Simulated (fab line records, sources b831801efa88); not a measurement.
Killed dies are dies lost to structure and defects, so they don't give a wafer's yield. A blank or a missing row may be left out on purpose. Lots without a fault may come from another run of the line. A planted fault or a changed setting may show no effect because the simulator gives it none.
Chamber matching | flow gf180mcu | GF_V1_ETCH_16 on rie_diel-03: 4 sister chambers
The step etches BARC in N2/H2. 4 wafers are shown with their chamber, then 9 later ones without.

WAFERS WITH THEIR CHAMBER
wafer  | chamber | oes_product_au (a.u.)
L191.2 | 3       | 0.853
L195.1 | 0       | 0.852
L195.3 | 1       | 0.845
L195.4 | 2       | 0.858

WAFERS WITHOUT THEIR CHAMBER
wafer  | oes_product_au (a.u.)
L202.2 | 0.848
L202.5 | 0.855
L202.6 | 0.854
L206.1 | 0.852
L206.2 | 0.852
L206.6 | 0.855
L207.1 | 0.856
L207.2 | 0.854
L207.3 | 0.856

WHICH CHAMBER EACH WENT THROUGH
wafer  | from the rows above          | in truth
L202.2 | can't be placed: 1 or 0 or 3 | 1
L202.5 | can't be placed: 3 or 0 or 2 | 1
L202.6 | can't be placed: 3 or 0 or 2 | 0
L206.1 | can't be placed: 0 or 3      | 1
L206.2 | can't be placed: 0 or 3      | 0
L206.6 | can't be placed: 3 or 0 or 2 | 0
L207.1 | can't be placed: 2 or 3 or 0 | 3
L207.2 | can't be placed: 3 or 0 or 2 | 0
L207.3 | can't be placed: 2 or 3 or 0 | 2
Placed correctly: 0 of 9. Can't be placed from these rows: 9 (the true chamber is among the candidates in 7). Placed wrongly: 0.
How it was worked out, from the rows above alone: a wafer's distance from a chamber is the root of the sum, over the readings, of the square of ((its reading less the chamber's mean) divided by the reading's scatter). The wafer belongs to the nearest chamber; if the next one is less than 2 further off, it can't be placed. A chamber's mean is the mean of its shown wafers. The scatter: with one shown wafer a chamber, the root of the mean of the squares of how far each hidden wafer lies from its nearest shown one.
